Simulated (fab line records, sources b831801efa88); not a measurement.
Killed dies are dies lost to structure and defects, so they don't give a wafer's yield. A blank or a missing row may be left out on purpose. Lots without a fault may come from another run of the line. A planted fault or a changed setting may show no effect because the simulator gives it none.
Chamber matching | flow sky130 | SKY_POLY_CUT_ETCH_11 on rie_diel-04: 4 sister chambers
The step etches Si3N4 in CF4/CH2F2/Ar, stops on poly-Si, time 42.5 s, target depth 60 nm. 14 wafers are shown with their chamber, then 7 later ones without.

WAFERS WITH THEIR CHAMBER
wafer  | chamber | drypump_motor_current_A (A) | ch2f2_flow_sccm (sccm) | chamber_pressure_mTorr (mTorr)
L777.1 | 0       | 6.3                         | 20.00                  | 40.00
L777.4 | 0       | 6.2                         | 19.99                  | 40.00
L777.6 | 1       | 6.0                         | 19.92                  | 40.02
L780.1 | 1       | 6.0                         | 19.94                  | 39.95
L780.2 | 2       | 6.0                         | 19.99                  | 39.98
L780.5 | 3       | 6.8                         | 20.02                  | 40.01
L787.3 | 2       | 6.0                         | 19.99                  | 40.03
L787.4 | 1       | 6.0                         | 20.09                  | 39.98
L787.6 | 0       | 6.2                         | 20.00                  | 40.09
L788.1 | 2       | 6.0                         | 19.98                  | 39.98
L788.4 | 0       | 6.2                         | 20.01                  | 40.03
L788.5 | 3       | 6.8                         | 20.07                  | 40.00
L791.1 | 0       | 6.2                         | 20.00                  | 39.97
L791.5 | 2       | 6.0                         | 19.96                  | 39.99

SIGNATURES (means of the wafers above)
reading                 | chamber 0 | chamber 1 | chamber 2 | chamber 3 | scatter within a chamber
drypump_motor_current_A | 6.220     | 6.000     | 6.000     | 6.800     | 0.0283
ch2f2_flow_sccm         | 20.0000   | 19.9833   | 19.9800   | 20.0450   | 0.044
chamber_pressure_mTorr  | 40.0180   | 39.9833   | 39.9950   | 40.0050   | 0.0354
Rule: a wafer's distance from a chamber is the root of the sum, over the readings, of the square of ((its reading less the chamber's mean) divided by the reading's scatter). The wafer belongs to the nearest chamber; if the next one is less than 2 further off, it can't be placed. The scatter: the root of (the sum of the squares of (reading less its chamber's mean) over the shown wafers, divided by (wafers less chambers)).

WAFERS WITHOUT THEIR CHAMBER
wafer  | drypump_motor_current_A (A) | ch2f2_flow_sccm (sccm) | chamber_pressure_mTorr (mTorr)
L791.6 | 6.0                         | 19.96                  | 40.03
L795.1 | 6.2                         | 19.90                  | 40.00
L795.4 | 6.0                         | 19.99                  | 40.02
L795.5 | 6.7                         | 19.96                  | 40.01
L797.2 | 6.7                         | 19.99                  | 39.93
L797.4 | 6.0                         | 19.99                  | 39.99
L797.6 | 5.9                         | 20.08                  | 39.97

WHICH CHAMBER EACH WENT THROUGH
wafer  | from the rows above     | in truth
L791.6 | can't be placed: 2 or 1 | 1
L795.1 | 0                       | 0
L795.4 | can't be placed: 2 or 1 | 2
L795.5 | 3                       | 3
L797.2 | 3                       | 3
L797.4 | can't be placed: 1 or 2 | 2
L797.6 | can't be placed: 1 or 2 | 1
Placed correctly: 3 of 7. Can't be placed from these rows: 4 (the true chamber is among the candidates in 4). Placed wrongly: 0.
